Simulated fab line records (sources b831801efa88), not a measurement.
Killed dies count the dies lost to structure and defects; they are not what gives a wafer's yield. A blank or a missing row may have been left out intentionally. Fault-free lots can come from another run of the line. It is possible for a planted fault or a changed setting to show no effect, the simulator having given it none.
Code-filled problem report in 8D (eight disciplines) form + flow sfq line + the parts of the form that need people (team, actions taken, sign-off) are left out

## 1. WHAT WENT WRONG
At SFQ_TRILAYER_M1_LITHO_COAT_039, spin speed rpm averages 2665.5 rpm over 6 wafers from 2 lots, while fault-free wafers read 3000.0 rpm, standard deviation 2.3. That is -99 or more standard deviations from the usual mean.
The step: resist thk 600 nm.
The first sign was on wafer L203.2 at day 22 09:32, on litho track-04. The record holds 18 wafers of 6 lots with a number at this step. The rule behind "out" and "out of limits": a value lying over 4 standard deviations away from the usual mean. The other wafers with a number count as sound.

## 2. WHAT IT IS, AND WHAT IT ISN'T
| question                    | is                     | is not                                                                                |
|-----------------------------|------------------------|---------------------------------------------------------------------------------------|
| which readings at this step | spin speed rpm         | -                                                                                     |
| which lots                  | L203, L204             | L209, L212, L215, L216                                                                |
| which wafers of those lots  | all that have a number | -                                                                                     |
| read on which tools         | litho track-04         | litho track-02, litho track-03                                                        |
| when                        | from day 22 09:32      | up to then (0 sound wafers); but 12 sound wafers of L209, L212, L215, L216 came after |

## 3. SUSPECTS, AND WHAT RULES EACH OUT
Counting: any tool at a process step up to the reading is kept as a suspect provided that every lot that is out went through it and no sound lot did after the first of them.
- litho track-04 at SFQ_TRILAYER_M1_LITHO_COAT_039 (resist thk 600 nm): ruled out as a lasting fault. The sound lots L212 went through it after L203, its earliest lot that is out (day 22 09:32).
Left after counting: nothing in the record.

## 4. THE CAUSE (what the simulator had put in)
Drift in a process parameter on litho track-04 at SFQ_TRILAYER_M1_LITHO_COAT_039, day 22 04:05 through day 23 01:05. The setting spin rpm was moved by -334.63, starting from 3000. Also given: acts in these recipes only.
Counting ruled it out, wrongly.

## 5. THE CHAIN OF EFFECTS, in route order
Rows list readings where the struck wafers' mean (over those with a number) sits beyond 3 standard deviations from the usual. Scope: only readings with a usual standard deviation given in the record; hours: median across lots of the time from each lot's start at the first step in this table that gives one to its start at this step; sigmas: change in usual standard deviations.
| hours | step                           | reading        | usual      | on struck wafers | change | sigmas      |
|-------|--------------------------------|----------------|------------|------------------|--------|-------------|
| 0     | SFQ_TRILAYER_M1_LITHO_COAT_039 | spin speed rpm | 3000.0 rpm | 2665.5           | -334.5 | -99 or more |
Here are the process steps it includes:
- SFQ_TRILAYER_M1_LITHO_COAT_039: resist thk 600 nm.
Later steps that measure or inspect, where all struck wafers having a row at the step show a number for every such reading and not one has moved that far: SFQ_M1_OVL_MEAS_911.

## 6. HOW IT WOULD HAVE BEEN CAUGHT EARLIER
First out-of-limits reading in this record: day 22 09:32, which is 5 hours after fault onset at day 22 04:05.
